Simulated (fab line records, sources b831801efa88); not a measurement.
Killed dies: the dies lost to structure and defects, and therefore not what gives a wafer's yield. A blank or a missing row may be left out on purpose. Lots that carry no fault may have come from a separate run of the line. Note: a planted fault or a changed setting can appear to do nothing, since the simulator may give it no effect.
Chamber matching    flow sky130    SKY_VIA2_ETCH_15 on rie-diel-01: 4 sister chambers
The step etches SiO2 in C4F8/O2/Ar, stops on TiN, target depth 546 nm, time 84 s. 8 wafers are shown with their chamber, then 9 later ones without.

## WAFERS, EACH WITH ITS CHAMBER
wafer   chamber  oes-product-au (a.u.)  rf-fwd-power-W (W)
L083.3  0        0.938                  1487
L084.2  1        0.930                  1497
L086.2  3        0.939                  1480
L086.4  2        0.931                  1489
L086.5  3        0.934                  1486
L088.1  1        0.936                  1483
L088.4  2        0.940                  1487
L088.5  0        0.939                  1496

## WAFERS MISSING THEIR CHAMBER
wafer   oes-product-au (a.u.)  rf-fwd-power-W (W)
L089.3  0.945                  1489
L089.4  0.942                  1496
L089.6  0.935                  1493
L095.2  0.936                  1489
L095.3  0.935                  1487
L095.5  0.946                  1493
L097.1  0.942                  1484
L097.4  0.934                  1483
L097.5  0.942                  1491

## EACH ONE'S CHAMBER
wafer   from the rows above                in truth
L089.3  can't be placed: 0 or 3 or 2 or 1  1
L089.4  can't be placed: 0 or 2 or 1 or 3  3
L089.6  can't be placed: 1 or 2 or 0 or 3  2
L095.2  can't be placed: 2 or 0 or 1 or 3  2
L095.3  can't be placed: 2 or 1 or 3 or 0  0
L095.5  can't be placed: 0 or 2 or 3 or 1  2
L097.1  can't be placed: 3 or 0 or 2 or 1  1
L097.4  can't be placed: 3 or 2 or 1 or 0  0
L097.5  can't be placed: 0 or 2 or 3 or 1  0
Placed correctly: 0 of 9. Cannot be placed on the basis of these rows: 9; the candidates contain the true chamber in 9. Number placed wrongly: 0.
How it was worked out, from the rows above alone: a wafer's distance from a chamber is the root of the sum, over the readings, of the square of ((its reading less the chamber's mean) divided by the reading's scatter). The wafer belongs to the nearest chamber; if the next one is less than 2 further off, it can't be placed. For every chamber, the mean is computed from those of its wafers that are shown. How the scatter is found: for the shown wafers, subtract from each reading the mean of its chamber, square and add these, divide the total by (wafers less chambers), then take the root.
